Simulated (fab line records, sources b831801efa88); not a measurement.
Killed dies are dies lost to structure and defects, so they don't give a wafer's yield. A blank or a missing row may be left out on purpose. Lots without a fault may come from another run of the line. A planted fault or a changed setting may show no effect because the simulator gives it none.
fab line records | flow sky130
record lots=10 wafers=30 last_day=50
route steps=708 shown METAL1@454 VIA1@474 METAL2@498 CAPM@539 PAD_OPEN@708
lots that met no fault: from a run of the same line without faults
start_h: hours from the record's first day to the start of the lot's first wafer shown | wait_h: hours since the lot's step before | " the same as in the row above | L1.1+2: a row that stands for several wafers | - no value, or no start given | * or withheld: withheld | < > ~ a bound
route shown NAME@n: a module of which the file shows steps, and the number in the route of the first | usual: mean/standard deviation of fault-free wafers | same: alike in all rows | chamber/n: place in a boat | sites: the reading at each site | _std_site: their standard deviation | _edge_site: outer sites' mean less inner sites' | radius_mm: how far each site lies from the wafer's centre | mask NAME#n: copy n | behind: the tool/chamber that last shaped the wafer | hold: why the lot was held/for how many hours/how that ended | device: the transistor (n, p or np) that didn't switch | end of line: the same wafers' tests at the end of the route | a step without rows: its recipe alone | killed: dies lost to structure and defects at the first sort, not the wafer's yield | map: a wafer's dies, x killed, . not, _ none there
set.NAME: the setting as run; set.NAME@STEP: as run at that earlier step | model.NAME: the simulator's own value behind a step, which no gauge read
steps of the route over a sample of lots; a table a step, a row a wafer
services: from which hour (start_h, from the record's first day; less than 0 if before it) a tool's chamber was out of use, for how many hours, and why
## steps
# step SKY_METAL1_STRIP_20
# recipe chemistry=O2/N2 power_w=1400 pressure_mtorr=1500 platen_temp_c=withheld o2_flow_sccm=3000 n2_flow_sccm=300 overash_fraction=0.5
# usual drypump_motor_current_A=6.06/0.2 n2_flow_sccm=300.2/0.91 o2_flow_sccm=2999/9.5 oes_product_au=0.344/0.0048 strip_time_to_endpoint_s=2.72/0.065
# columns lot.wafer tool chamber start_h wait_h drypump_motor_current_A n2_flow_sccm o2_flow_sccm oes_product_au rf_hours_counter_h strip_time_to_endpoint_s
L589.1 plasma_asher-02 0 765.36 0.1 6.08 300.2 2999 0.340 2 2.82
L589.2 " 1 " " 6.25 300.0 3004 0.355 2 2.80
L589.3 " 0 " " 6.06 300.0 2996 0.349 - 2.82
L590.1 plasma_asher-04 0 770.76 0.1 6.08 300.9 2997 0.350 67 2.75
L590.2 " 1 " " 5.66 300.9 2993 0.339 67 2.65
L590.6 " 0 " " 6.06 299.6 2993 0.350 - 2.75
L593.1 plasma_asher-04 0 804.71 0.1 6.08 299.5 3005 0.344 71 2.82
L593.3 " 1 " " 5.66 298.6 3003 0.341 - 2.73
L593.6 " 0 " " 6.08 299.9 3010 0.349 - 2.78
L598.2 plasma_asher-02 1 834.58 0.1 6.26 299.4 2974 0.346 10 2.72
L598.3 " 0 " " 6.01 298.4 2991 0.338 - 2.64
L598.5 " 0 " " 6.03 299.8 2996 0.347 - 2.71
L599.2 plasma_asher-01 0 834.93 0.1 6.12 300.1 3002 0.345 94 2.71
L599.3 " 1 " " 6.23 300.8 3007 0.351 - 2.74
L599.5 " 0 " " 6.10 300.8 3014 0.351 - 2.80
L604.1 plasma_asher-04 1 875.56 0.1 5.64 299.9 2997 0.350 78 2.75
L604.3 " 0 " " 6.08 299.7 3004 0.343 - 2.75
L604.4 " 1 " " 5.65 298.6 2996 0.347 - 2.68
L607.1 plasma_asher-02 1 900.63 0.1 6.26 298.9 2994 0.345 17 2.69
L607.4 " 0 " " 6.01 301.0 2994 0.336 - 2.68
L607.5 " 1 " " 6.25 299.6 3006 0.345 - 2.70
L609.1 plasma_asher-01 1 913.36 0.1 6.20 299.4 3012 0.348 102 2.80
L609.3 " 0 " " 6.16 300.1 3002 0.345 - 2.80
L609.6 " 1 " " 6.26 300.1 3021 0.338 - 2.65
L610.1 plasma_asher-01 0 922.70 0.1 6.15 300.9 2997 0.342 103 2.73
L610.3 " 1 " " 6.21 300.1 3002 0.343 - 2.72
L610.6 " 0 " " 6.13 299.7 3007 0.350 - 2.76
L612.1 plasma_asher-04 1 932.40 0.1 5.65 303.2 2984 0.341 83 2.69
L612.3 " 0 " " 6.09 300.4 2999 0.340 - 2.69
L612.6 " 0 " " 6.09 298.6 2990 0.341 - 2.62
# step SKY_VIA1_STRIP_16
# recipe chemistry=O2/N2 power_w=1400 pressure_mtorr=1500 platen_temp_c=withheld o2_flow_sccm=3000 n2_flow_sccm=300 overash_fraction=0.5
# usual drypump_motor_current_A=5.95/0.25 n2_flow_sccm=300.0/0.87 o2_flow_sccm=3002/9.6 oes_product_au=0.415/0.0044 strip_time_to_endpoint_s=4.46/0.03
# columns lot.wafer tool chamber start_h wait_h drypump_motor_current_A n2_flow_sccm o2_flow_sccm oes_product_au rf_hours_counter_h strip_time_to_endpoint_s
L589.1 plasma_asher-04 0 792.86 0.0 6.10 300.7 3002 0.423 69 4.45
L589.2 " 1 " " 5.65 299.2 3012 0.414 69 4.48
L589.3 " 0 " " 6.10 299.2 3010 0.414 - 4.45
L590.1 plasma_asher-03 0 799.02 0.0 6.16 301.4 3016 0.411 36 4.41
L590.2 " 1 " " 5.52 301.1 2984 0.416 36 4.45
L590.6 " 0 " " 6.18 299.3 3019 0.422 - 4.46
L593.1 plasma_asher-01 0 832.82 0.0 6.15 298.4 2991 0.421 94 4.46
L593.3 " 1 " " 6.25 301.1 3005 0.416 - 4.45
L593.6 " 1 " " 6.26 298.6 2993 0.408 - 4.44
L598.2 plasma_asher-04 1 861.60 0.0 5.67 300.4 3012 0.413 76 4.42
L598.3 " 1 " " 5.63 300.6 3001 0.412 - 4.43
L598.5 " 1 " " 5.67 299.7 2988 0.420 - 4.40
L599.2 plasma_asher-04 1 862.32 0.0 5.65 299.3 3005 0.416 76 4.50
L599.3 " 0 " " 6.11 299.4 2990 0.420 - 4.50
L599.5 " 1 " " 5.65 300.0 2997 0.412 - 4.47
L604.1 plasma_asher-04 0 902.95 0.0 6.08 299.3 3003 0.418 80 4.48
L604.3 " 0 " " 6.08 301.0 3010 0.410 - 4.52
L604.4 " 1 " " 5.66 301.8 2999 0.416 - 4.44
L607.1 plasma_asher-04 1 926.37 0.0 5.65 300.0 2994 0.420 83 4.46
L607.4 " 0 " " 6.09 298.8 3001 0.411 - 4.42
L607.5 " 1 " " 5.66 298.2 2997 0.411 - 4.41
L609.1 plasma_asher-01 0 940.00 0.0 6.18 299.3 2986 0.411 104 4.42
L609.3 " 0 " " 6.15 299.9 2995 0.418 - 4.48
L609.6 " 0 " " 6.09 299.6 2978 0.413 - 4.47
L610.1 plasma_asher-04 1 948.27 0.0 5.67 298.4 3002 0.416 85 4.44
L610.3 " 1 " " 5.66 299.3 3021 0.415 - 4.46
L610.6 " 1 " " 5.65 298.9 3024 0.417 - 4.46
L612.1 plasma_asher-04 1 958.21 0.0 5.65 299.9 3008 0.414 86 4.43
L612.3 " 0 " " 6.07 301.1 3012 0.406 - 4.46
L612.6 " 0 " " 6.07 300.8 3004 0.415 - 4.45
# step SKY_METAL2_CD_MEAS_15
# recipe target_cd_nm=140
# usual cd_nm=140.3/1.6
# columns lot.wafer tool chamber start_h wait_h cd_nm
L589.1 cd_sem-02 - 820.73 - 140.8
L589.2 " - " " 140.1
L589.3 " - " " 139.4
L590.1 cd_sem-02 - 826.77 - 141.8
L590.2 " - " " 142.6
L590.6 " - " " 140.3
L593.1 cd_sem-02 - 860.28 - 139.7
L593.3 " - " " 139.9
L593.6 " - " " 140.5
L598.2 cd_sem-02 - 888.55 - 138.5
L598.3 " - " " 138.6
L598.5 " - " " 137.8
L599.2 cd_sem-01 - 889.86 - 141.7
L599.3 " - " " 142.0
L599.5 " - " " 141.2
L604.1 cd_sem-02 - 929.07 - 138.9
L604.3 " - " " 139.2
L604.4 " - " " 138.3
L607.1 cd_sem-02 - 952.79 - 138.4
L607.4 " - " " 139.5
L607.5 " - " " 138.4
L609.1 cd_sem-02 - 965.47 - 141.7
L609.3 " - " " 141.9
L609.6 " - " " 140.8
L610.1 cd_sem-02 - 973.37 - 138.9
L610.3 " - " " 138.8
L610.6 " - " " 137.6
L612.1 cd_sem-02 - 983.52 - 142.0
L612.3 " - " " 143.0
L612.6 " - " " 142.3
# step SKY_CAPM_SPUTTER_02
# recipe material=TiN target_thk_nm=200 temp_c=300 power_w=6500 time_s=166.7 chamber_pressure_pa=0.4
# usual throttle_valve_pct=29.8/0.82
# columns lot.wafer tool chamber start_h wait_h throttle_valve_pct
L589.1 pvd_sputter-02 - 850.51 0.1 29.9
L589.2 " - " " 28.8
L589.3 " - " " 28.8
L590.1 pvd_sputter-02 - 856.36 0.1 29.8
L590.2 " - " " 28.9
L590.6 " - " " 29.2
L593.1 pvd_sputter-03 - 889.15 0.1 30.2
L593.3 " - " " 30.4
L593.6 " - " " 30.4
L598.2 pvd_sputter-03 - 917.35 0.0 30.3
L598.3 " - " " 29.5
L598.5 " - " " 29.5
L599.2 pvd_sputter-03 - 918.91 0.0 29.7
L599.3 " - " " 29.9
L599.5 " - " " 29.5
L604.1 pvd_sputter-04 - 956.73 0.1 30.7
L604.3 " - " " 31.1
L604.4 " - " " 30.3
L607.1 pvd_sputter-04 - 979.15 0.1 30.0
L607.4 " - " " 30.9
L607.5 " - " " 31.2
L609.1 pvd_sputter-04 - 992.39 0.1 31.1
L609.3 " - " " 31.0
L609.6 " - " " 31.1
L610.1 pvd_sputter-03 - 999.61 0.1 29.5
L610.3 " - " " 30.2
L610.6 " - " " 30.2
L612.1 pvd_sputter-03 - 1009.42 0.1 29.4
L612.3 " - " " 30.0
L612.6 " - " " 29.3
# step SKY_CAPM_RS_MEAS_03
# recipe thk_meas_gauge=four-point-probe reads=TiN_of_CAPM_SPUTTER_02
# usual CAPM_TIN_RS=6.92/0.098
# columns lot.wafer tool chamber start_h wait_h CAPM_TIN_RS[ohm/sq]
L589.1 film_metro-04 - 850.62 0.1 6.79
L589.2 " - " " 6.87
L589.3 " - " " 6.75
L590.1 film_metro-04 - 856.46 0.1 6.91
L590.2 " - " " 6.97
L590.6 " - " " 6.93
L593.1 film_metro-02 - 889.26 0.1 6.99
L593.3 " - " " 7.10
L593.6 " - " " 6.96
L598.2 film_metro-02 - 917.48 0.1 6.97
L598.3 " - " " 4.56
L598.5 " - " " 6.95
L599.2 film_metro-01 - 919.04 0.1 6.92
L599.3 " - " " 4.65
L599.5 " - " " 6.86
L604.1 film_metro-04 - 956.84 0.1 6.93
L604.3 " - " " 7.04
L604.4 " - " " 6.93
L607.1 film_metro-01 - 979.26 0.1 6.86
L607.4 " - " " 6.86
L607.5 " - " " 6.98
L609.1 film_metro-02 - 992.50 0.1 6.93
L609.3 " - " " 6.84
L609.6 " - " " 6.96
L610.1 film_metro-04 - 999.72 0.1 7.17
L610.3 " - " " 6.99
L610.6 " - " " 7.04
L612.1 film_metro-02 - 1009.53 0.1 7.01
L612.3 " - " " 6.93
L612.6 " - " " 6.72
# step SKY_CAPM_THK_MEAS_04
# recipe thk_meas_gauge=xrf reads=TiN_of_CAPM_SPUTTER_02
# usual CAPM_TIN_THK=193.9/2.8
# columns lot.wafer tool chamber start_h wait_h CAPM_TIN_THK[nm]
L589.1 film_metro-04 - 850.74 0.1 196.6
L589.2 " - " " 194.9
L589.3 " - " " 199.2
L590.1 film_metro-04 - 856.58 0.1 193.9
L590.2 " - " " 191.5
L590.6 " - " " 193.7
L593.1 film_metro-02 - 889.38 0.1 192.2
L593.3 " - " " 188.5
L593.6 " - " " 191.9
L598.2 film_metro-02 - 917.59 0.1 192.7
L598.3 " - " " 289.3
L598.5 " - " " 191.5
L599.2 film_metro-01 - 919.15 0.1 195.3
L599.3 " - " " 286.8
L599.5 " - " " 196.9
L604.1 film_metro-04 - 956.96 0.1 192.4
L604.3 " - " " 190.6
L604.4 " - " " 192.9
L607.1 film_metro-01 - 979.38 0.1 196.6
L607.4 " - " " 196.6
L607.5 " - " " 193.6
L609.1 film_metro-02 - 992.62 0.1 192.5
L609.3 " - " " 194.2
L609.6 " - " " 191.6
L610.1 film_metro-04 - 999.84 0.1 188.5
L610.3 " - " " 193.4
L610.6 " - " " 191.8
L612.1 film_metro-02 - 1009.65 0.1 190.2
L612.3 " - " " 193.5
L612.6 " - " " 198.2
# step SKY_CAPM_METAL_ETCH_13
# recipe target_depth_nm=220 stop_on=SiO2 chemistry=Cl2/BCl3 target=TiN pressure_mtorr=10 icp_w=900 bias_w=48.5 Cl2_flow_sccm=60 bcl3_flow_sccm=30 time_s=62.9
# usual drypump_motor_current_A=5.8/0.5 mfc_cl2_sccm=60.01/0.18 oes_product_au=0.941/0.0089 throttle_valve_pct=21.902/0.011
# columns lot.wafer tool chamber start_h wait_h drypump_motor_current_A mfc_cl2_sccm oes_product_au rf_hours_counter_h throttle_valve_pct
L589.1 rie_metal-01 0 876.13 0.0 6.2 59.89 0.946 10 21.888
L589.2 " 1 " " 5.0 59.90 0.952 11 21.897
L589.3 " 0 " " 6.1 59.94 0.951 - 21.882
L590.1 rie_metal-03 0 881.99 0.0 6.5 59.96 0.940 4 21.891
L590.2 " 1 " " 6.0 59.86 0.945 9 21.897
L590.6 " 1 " " 6.0 59.86 0.939 - 21.890
L593.1 rie_metal-03 0 914.18 0.0 6.4 60.05 0.936 5 21.910
L593.3 " 0 " " 6.5 59.85 0.917 - 21.915
L593.6 " 0 " " 6.5 60.13 0.937 - 21.913
L598.2 rie_metal-03 0 941.36 0.0 6.5 60.33 0.938 7 21.912
L598.3 " 1 " " 6.1 60.06 0.988 - 21.859
L598.5 " 1 " " 6.0 59.97 0.933 - 21.895
L599.2 rie_metal-04 0 943.26 0.0 5.5 59.83 0.945 4 21.887
L599.3 " 0 " " 5.5 59.95 0.992 - 21.873
L599.5 " 0 " " 5.5 59.88 0.940 - 21.913
L604.1 rie_metal-03 0 980.88 0.0 6.5 59.74 0.943 9 21.920
L604.3 " 1 " " 5.9 60.11 0.932 - 21.916
L604.4 " 0 " " 6.5 59.71 0.943 - 21.900
L607.1 rie_metal-04 1 1001.28 0.0 5.5 59.96 0.942 4 21.890
L607.4 " 1 " " 5.5 60.03 0.952 - 21.901
L607.5 " 0 " " 5.5 59.92 0.937 - 21.913
L609.1 rie_metal-03 1 1015.70 0.0 6.0 60.15 0.934 16 21.905
L609.3 " 0 " " 6.5 59.95 0.953 - 21.909
L609.6 " 1 " " 6.0 60.15 0.933 - 21.907
L610.1 rie_metal-03 1 1022.73 0.0 6.0 59.89 0.911 16 21.908
L610.3 " 1 " " 6.0 59.89 0.929 - 21.893
L610.6 " 1 " " 6.0 59.88 0.929 - 21.903
L612.1 rie_metal-03 0 1031.65 0.0 6.5 60.34 0.933 11 21.888
L612.3 " 0 " " 6.5 59.86 0.936 - 21.890
L612.6 " 0 " " 6.5 60.18 0.963 - 21.885
# step SKY_PAD_OPEN_PROBE_99
# usual defect_limited_yield=82.5/1.7 killed_at_M0_to_M3=42/6.1 killed_at_M4_up=3.1/1.7 killed_at_contacts=24/5.5 killed_at_front_end=16/4.1 killed_at_other=0.3/0.57 killed_dies=86/8.2 killed_open=47/6.8 killed_short=38/5.8
# same gross_dies=492 killed_at_back_side=0
# columns lot.wafer tool chamber start_h wait_h defect_limited_yield[%] killed_at_M0_to_M3 killed_at_M4_up killed_at_contacts killed_at_front_end killed_at_other killed_dies killed_open killed_short
L589.1 prober-02 - 1076.14 0.1 80.7 45 2 25 21 2 95 46 47
L589.2 prober-02 - 1076.19 0.1 84.3 43 2 16 16 0 77 44 33
L589.3 prober-02 - 1076.24 0.2 83.9 44 3 14 17 1 79 45 34
L590.1 prober-01 - 1080.15 0.1 83.5 47 4 17 13 0 81 42 39
L590.2 prober-01 - 1080.20 0.1 82.9 40 1 25 16 2 84 44 38
L590.6 prober-01 - 1080.40 0.2 86.6 38 0 21 7 0 66 32 34
L593.1 prober-02 - 1106.28 0.1 79.5 48 1 37 14 1 101 60 39
L593.3 prober-02 - 1106.38 0.2 80.3 49 1 32 15 0 97 51 45
L593.6 prober-02 - 1106.53 0.2 84.1 43 4 20 11 0 78 35 41
L598.2 prober-01 - 1128.04 0.1 84.1 43 2 20 13 0 78 46 32
L598.3 prober-01 - 1128.09 0.2 83.1 47 3 18 15 0 83 51 32
L598.5 prober-01 - 1128.19 0.2 83.7 34 7 27 12 0 80 43 37
L599.2 prober-02 - 1129.74 0.1 82.7 43 3 20 19 0 85 53 32
L599.3 prober-02 - 1129.79 0.2 82.1 45 2 27 13 1 88 46 42
L599.5 prober-02 - 1129.89 0.2 82.7 41 3 28 13 0 85 48 37
L604.1 prober-01 - 1159.68 0.1 79.5 52 1 35 12 1 101 63 36
L604.3 prober-01 - 1159.78 0.2 81.7 49 3 22 14 2 90 49 39
L604.4 prober-01 - 1159.83 0.2 85.0 38 1 22 12 1 74 49 24
L607.1 prober-02 - 1176.49 0.1 80.9 46 6 26 16 0 94 53 41
L607.4 prober-02 - 1176.64 0.2 82.5 44 3 25 14 0 86 37 49
L607.5 prober-02 - 1176.69 0.2 82.7 37 4 24 20 0 85 45 40
L609.1 prober-02 - 1182.21 0.1 81.5 42 4 29 15 1 91 57 33
L609.3 prober-02 - 1182.31 0.2 83.9 33 5 29 12 0 79 51 28
L609.6 prober-02 - 1182.46 0.2 80.1 50 3 16 28 1 98 52 45
L610.1 prober-01 - 1189.90 0.1 82.3 41 4 18 23 1 87 47 40
L610.3 prober-01 - 1190.00 0.2 82.7 47 2 21 15 0 85 41 43
L610.6 prober-01 - 1190.15 0.2 80.9 46 2 36 8 2 94 49 44
L612.1 prober-01 - 1196.81 0.1 84.3 38 6 18 15 0 77 41 36
L612.3 prober-01 - 1196.91 0.2 82.5 43 3 23 17 0 86 50 36
L612.6 prober-01 - 1197.06 0.2 80.3 44 1 27 25 0 97 60 37
# killed by level:class
L589.1 VIA2:geometric_particle:open=9 VIA3:geometric_particle:open=8 METAL1:geometric_particle:short=7 POLY_GATE:geometric_particle:short=7 CONTACT:geometric_particle:open=7 METAL2:geometric_particle:short=7 LI_CONTACT:geometric_particle:short=6 LI_CONTACT:geometric_particle:open=6
L589.2 VIA1:geometric_particle:open=8 VIA2:geometric_particle:open=8 METAL2:geometric_particle:short=7 CONTACT:geometric_particle:open=6 VIA3:geometric_particle:open=6 VIA1:geometric_particle:short=5 FIELD_ISO:geometric_particle:open=4 FIELD_ISO:geometric_particle:short=3
L589.3 VIA3:geometric_particle:open=9 VIA1:geometric_particle:open=6 METAL2:geometric_particle:short=6 VIA2:geometric_particle:open=6 FIELD_ISO:geometric_particle:open=5 LI_CONTACT:geometric_particle:open=5 VIA1:geometric_particle:short=4 POLY_GATE:geometric_particle:open=4
L590.1 VIA1:geometric_particle:open=8 VIA2:geometric_particle:open=7 VIA1:geometric_particle:short=7 VIA3:geometric_particle:open=6 METAL1:geometric_particle:short=6 FIELD_ISO:geometric_particle:open=5 POLY_GATE:geometric_particle:short=5 VIA3:geometric_particle:short=5
L590.2 LI_CONTACT:geometric_particle:open=9 VIA1:geometric_particle:open=9 LOCAL_INTERCONNECT:geometric_particle:short=7 VIA3:geometric_particle:open=7 VIA1:geometric_particle:short=5 VIA2:geometric_particle:open=5 FIELD_ISO:geometric_particle:open=4 FIELD_ISO:geometric_particle:short=4
L590.6 CONTACT:geometric_particle:open=7 CONTACT:geometric_particle:short=7 VIA1:geometric_particle:short=6 VIA2:geometric_particle:open=6 VIA3:geometric_particle:open=6 METAL2:geometric_particle:short=5 VIA1:geometric_particle:open=5 LOCAL_INTERCONNECT:geometric_particle:short=4
L593.1 CONTACT:geometric_particle:open=14 VIA1:geometric_particle:open=10 VIA3:geometric_particle:open=10 LI_CONTACT:geometric_particle:open=9 VIA1:geometric_particle:short=9 LI_CONTACT:geometric_particle:short=7 METAL3:geometric_particle:short=6 LOCAL_INTERCONNECT:geometric_particle:short=5
L593.3 VIA1:geometric_particle:open=11 CONTACT:geometric_particle:open=10 LI_CONTACT:geometric_particle:open=10 VIA3:geometric_particle:short=8 METAL1:geometric_particle:short=7 VIA2:geometric_particle:open=7 CONTACT:geometric_particle:short=5 LOCAL_INTERCONNECT:geometric_particle:short=5
L593.6 VIA3:geometric_particle:open=9 CONTACT:geometric_particle:open=7 FIELD_ISO:geometric_particle:short=5 METAL3:geometric_particle:short=5 METAL2:geometric_particle:short=5 VIA3:geometric_particle:short=5 CONTACT:geometric_particle:short=4 VIA1:geometric_particle:short=4
L598.2 VIA1:geometric_particle:open=8 CONTACT:geometric_particle:open=8 VIA2:geometric_particle:open=7 CONTACT:geometric_particle:short=6 VIA3:geometric_particle:open=6 POLY_GATE:geometric_particle:short=5 METAL1:geometric_particle:short=5 METAL1:geometric_particle:open=5
L598.3 VIA3:geometric_particle:open=11 LI_CONTACT:geometric_particle:open=8 VIA1:geometric_particle:open=8 VIA2:geometric_particle:open=8 CONTACT:geometric_particle:open=6 METAL2:geometric_particle:short=6 FIELD_ISO:geometric_particle:short=5 POLY_GATE:geometric_particle:short=3
L598.5 CONTACT:geometric_particle:open=12 VIA1:geometric_particle:open=12 LI_CONTACT:geometric_particle:open=7 FIELD_ISO:geometric_particle:short=6 METAL1:geometric_particle:short=6 METAL4:geometric_particle:short=5 POLY_GATE:geometric_particle:short=4 LI_CONTACT:geometric_particle:short=4
L599.2 VIA1:geometric_particle:open=14 LI_CONTACT:geometric_particle:open=10 VIA3:geometric_particle:open=8 VIA2:geometric_particle:short=7 POLY_GATE:geometric_particle:open=6 VIA2:geometric_particle:open=5 FIELD_ISO:geometric_particle:short=4 POLY_GATE:geometric_particle:short=3
L599.3 CONTACT:geometric_particle:open=11 VIA3:geometric_particle:open=9 VIA1:geometric_particle:open=8 VIA2:geometric_particle:open=8 METAL2:geometric_particle:short=7 POLY_GATE:geometric_particle:short=6 LOCAL_INTERCONNECT:geometric_particle:short=5 POLY_GATE:geometric_particle:open=4
L599.5 LI_CONTACT:geometric_particle:open=10 VIA1:geometric_particle:open=9 CONTACT:geometric_particle:open=7 METAL1:geometric_particle:short=6 METAL2:geometric_particle:short=5 POLY_GATE:geometric_particle:open=4 CONTACT:geometric_particle:short=4 VIA2:geometric_particle:open=4
L604.1 CONTACT:geometric_particle:open=21 VIA1:geometric_particle:open=12 METAL2:geometric_particle:short=12 LI_CONTACT:geometric_particle:open=8 METAL1:geometric_particle:short=8 VIA3:geometric_particle:open=7 VIA2:geometric_particle:open=5 METAL2:geometric_particle:open=5
L604.3 METAL2:geometric_particle:short=12 VIA1:geometric_particle:open=8 LI_CONTACT:geometric_particle:open=7 CONTACT:geometric_particle:open=7 VIA2:geometric_particle:open=6 VIA3:geometric_particle:open=6 CONTACT:geometric_particle:short=4 METAL2:geometric_particle:open=4
L604.4 VIA1:geometric_particle:open=13 CONTACT:geometric_particle:open=10 VIA3:geometric_particle:open=6 POLY_GATE:geometric_particle:short=4 LI_CONTACT:geometric_particle:open=4 CONTACT:geometric_particle:short=4 VIA2:geometric_particle:open=4 VIA3:geometric_particle:short=4
L607.1 VIA1:geometric_particle:open=12 VIA2:geometric_particle:open=12 CONTACT:geometric_particle:open=9 CONTACT:geometric_particle:short=8 POLY_GATE:geometric_particle:short=5 LI_CONTACT:geometric_particle:open=5 VIA2:geometric_particle:short=5 VIA3:geometric_particle:short=5
L607.4 VIA1:geometric_particle:open=11 METAL2:geometric_particle:short=11 CONTACT:geometric_particle:open=8 LI_CONTACT:geometric_particle:short=6 LOCAL_INTERCONNECT:geometric_particle:short=5 METAL3:geometric_particle:short=5 FIELD_ISO:geometric_particle:short=4 POLY_GATE:geometric_particle:open=4
L607.5 VIA1:geometric_particle:open=11 LI_CONTACT:geometric_particle:open=8 VIA1:geometric_particle:short=7 CONTACT:geometric_particle:open=6 FIELD_ISO:geometric_particle:short=5 FIELD_ISO:geometric_particle:open=5 METAL1:geometric_particle:short=5 LOCAL_INTERCONNECT:geometric_particle:short=5
L609.1 CONTACT:geometric_particle:open=13 VIA1:geometric_particle:open=10 VIA3:geometric_particle:open=10 LI_CONTACT:geometric_particle:open=8 CONTACT:geometric_particle:short=6 FIELD_ISO:geometric_particle:open=5 METAL1:geometric_particle:short=5 VIA2:geometric_particle:open=4
L609.3 CONTACT:geometric_particle:open=14 VIA1:geometric_particle:open=11 LI_CONTACT:geometric_particle:open=6 POLY_GATE:geometric_particle:open=5 VIA3:geometric_particle:open=5 CONTACT:geometric_particle:short=4 METAL4:geometric_particle:short=4 FIELD_ISO:geometric_particle:short=3
L609.6 VIA3:geometric_particle:open=9 VIA1:geometric_particle:open=8 FIELD_ISO:geometric_particle:open=7 VIA1:geometric_particle:short=7 METAL2:geometric_particle:short=7 FIELD_ISO:geometric_particle:short=6 POLY_GATE:geometric_particle:open=6 CONTACT:geometric_particle:open=6
L610.1 VIA3:geometric_particle:open=11 FIELD_ISO:geometric_particle:open=8 VIA2:geometric_particle:open=6 LI_CONTACT:geometric_particle:open=5 LOCAL_INTERCONNECT:geometric_particle:short=5 METAL2:geometric_particle:short=5 METAL1:geometric_particle:short=4 POLY_GATE:geometric_particle:short=3
L610.3 VIA3:geometric_particle:open=6 LI_CONTACT:geometric_particle:open=6 VIA2:geometric_particle:open=6 CONTACT:geometric_particle:short=5 METAL1:geometric_particle:short=5 VIA1:geometric_particle:open=5 VIA3:geometric_particle:short=5 LOCAL_INTERCONNECT:geometric_particle:short=4
L610.6 CONTACT:geometric_particle:open=14 LI_CONTACT:geometric_particle:open=10 VIA3:geometric_particle:open=9 METAL1:geometric_particle:short=9 VIA1:geometric_particle:open=7 LOCAL_INTERCONNECT:geometric_particle:short=5 VIA1:geometric_particle:short=5 METAL2:geometric_particle:short=5
L612.1 VIA1:geometric_particle:open=11 METAL2:geometric_particle:short=6 CONTACT:geometric_particle:short=6 VIA3:geometric_particle:open=6 METAL4:geometric_particle:short=6 LI_CONTACT:geometric_particle:open=5 CONTACT:geometric_particle:open=5 VIA2:geometric_particle:open=5
L612.3 VIA3:geometric_particle:open=11 CONTACT:geometric_particle:open=10 VIA1:geometric_particle:open=8 POLY_GATE:geometric_particle:short=6 VIA1:geometric_particle:short=6 VIA2:geometric_particle:open=6 POLY_GATE:geometric_particle:open=5 LI_CONTACT:geometric_particle:open=4
L612.6 CONTACT:geometric_particle:open=11 VIA3:geometric_particle:open=11 VIA2:geometric_particle:open=10 POLY_GATE:geometric_particle:short=7 LI_CONTACT:geometric_particle:open=6 METAL2:geometric_particle:short=6 POLY_GATE:geometric_particle:open=5 FIELD_ISO:geometric_particle:short=4
## services
# columns tool chamber start_h hours kind
plasma_asher-02 - 743.34 0.6 repair
pvd_sputter-04 - 753.22 3.7 repair
plasma_asher-02 - 770.84 3.6 repair
pvd_sputter-03 - 771.79 1.0 repair
pvd_sputter-02 - 781.91 27.5 repair
plasma_asher-01 - 787.19 28.1 pm
plasma_asher-01 - 833.94 0.9 repair
rie_metal-03 - 838.19 2.5 repair
pvd_sputter-02 - 844.04 1.2 repair
pvd_sputter-02 - 845.29 1.3 repair
pvd_sputter-02 - 845.80 3.6 repair
plasma_asher-01 - 847.46 3.7 repair
plasma_asher-04 - 848.80 3.8 repair
plasma_asher-04 - 867.69 0.9 repair
plasma_asher-04 - 878.66 1.5 repair
pvd_sputter-03 - 912.59 0.9 repair
pvd_sputter-03 - 920.81 3.0 repair
pvd_sputter-04 - 921.56 5.2 repair
plasma_asher-04 - 960.96 0.7 repair
plasma_asher-04 - 964.69 4.1 repair
pvd_sputter-03 - 981.53 1.4 repair
pvd_sputter-04 - 992.72 8.0 repair
plasma_asher-01 - 1007.58 1.1 repair
rie_metal-03 - 1021.09 1.5 repair
## key
first_sign step=SKY_CAPM_RS_MEAS_03 reading=CAPM_TIN_RS direction=down sigmas=24 usual=6.92 struck=4.60
effect step=SKY_CAPM_THK_MEAS_04 reading=CAPM_TIN_THK direction=up sigmas=33 usual=193.9 struck=288.1
effect step=SKY_CAPM_METAL_ETCH_13 reading=oes_product_au direction=up sigmas=5.5 usual=0.941 struck=0.990
met_at SKY_CAPM_SPUTTER_02
struck_lots L598,L599
struck_wafers L598.3,L599.3
not_acting_at SKY_METAL1_STRIP_20,SKY_VIA1_STRIP_16,SKY_METAL2_CD_MEAS_15
onset_between 889.15 917.35
fault kind=process_parameter_drift tool=pvd_sputter-03 chamber=- onset_h=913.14 steps=SKY_CAPM_SPUTTER_02 channel=target_thk_nm offset=96.907 shape=step end_h=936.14 scope=struck_wafers_only acts_in=these_recipes_only stated=200
